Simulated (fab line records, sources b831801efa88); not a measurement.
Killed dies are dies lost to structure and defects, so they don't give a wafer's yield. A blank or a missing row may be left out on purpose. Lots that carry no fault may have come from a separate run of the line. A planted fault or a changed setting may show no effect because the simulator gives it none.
Which of the tools did it? + flow sky130 + at 1 step of a route of 708, 11 lots with 33 wafers sampled

WHAT EACH GAUGE READ, for each wafer
SKY_VIA2_THK_MEAS_23: measures by xrf.
| lot  | measured     | on            | VIA2_W_THK (nm) |
|------|--------------|---------------|-----------------|
| L903 | day 37 01:26 | film_metro-01 | 394 394 417     |
| L904 | day 37 11:00 | film_metro-02 | 406 401 402     |
| L905 | day 37 19:08 | film_metro-03 | 403 401 410     |
| L910 | day 39 05:02 | film_metro-01 | 409 397 391     |
| L911 | day 39 17:43 | film_metro-01 | 416 397 418     |
| L912 | day 40 01:20 | film_metro-01 | 401 397 407     |
| L917 | day 41 10:00 | film_metro-03 | 404 400 411     |
| L920 | day 42 03:01 | film_metro-02 | 408 406 403     |
| L921 | day 42 11:58 | film_metro-01 | 399 393 402     |
| L922 | day 42 17:47 | film_metro-02 | 396 421 397     |
| L923 | day 43 06:23 | film_metro-02 | 396 389 418     |

WHICH TOOL RAN EACH LOT (tool, then ch and the chambers of the sampled wafers, then the start)
Before these readings, the record contains no process step.

THE ANSWER, worked out from the rows above alone
Rule: the usual values come from the lots themselves. Put in order of their means at a reading, lots are off if they are a third of the lots or fewer, leave a main group of 4 or more, and stand apart from it by a gap of 3 or more times the standard deviation of the main group's means; of several such gaps the widest counts. If all means in a main group match to the digits the tables above print for the reading, that group is not used. Also off: a lot with no number at a reading for which 4 or more lots have one. The other lots that the step has rows for count as sound.
None of the lots is off at any reading shown; this tells nothing.

WHAT THE SIMULATOR HAD PUT IN
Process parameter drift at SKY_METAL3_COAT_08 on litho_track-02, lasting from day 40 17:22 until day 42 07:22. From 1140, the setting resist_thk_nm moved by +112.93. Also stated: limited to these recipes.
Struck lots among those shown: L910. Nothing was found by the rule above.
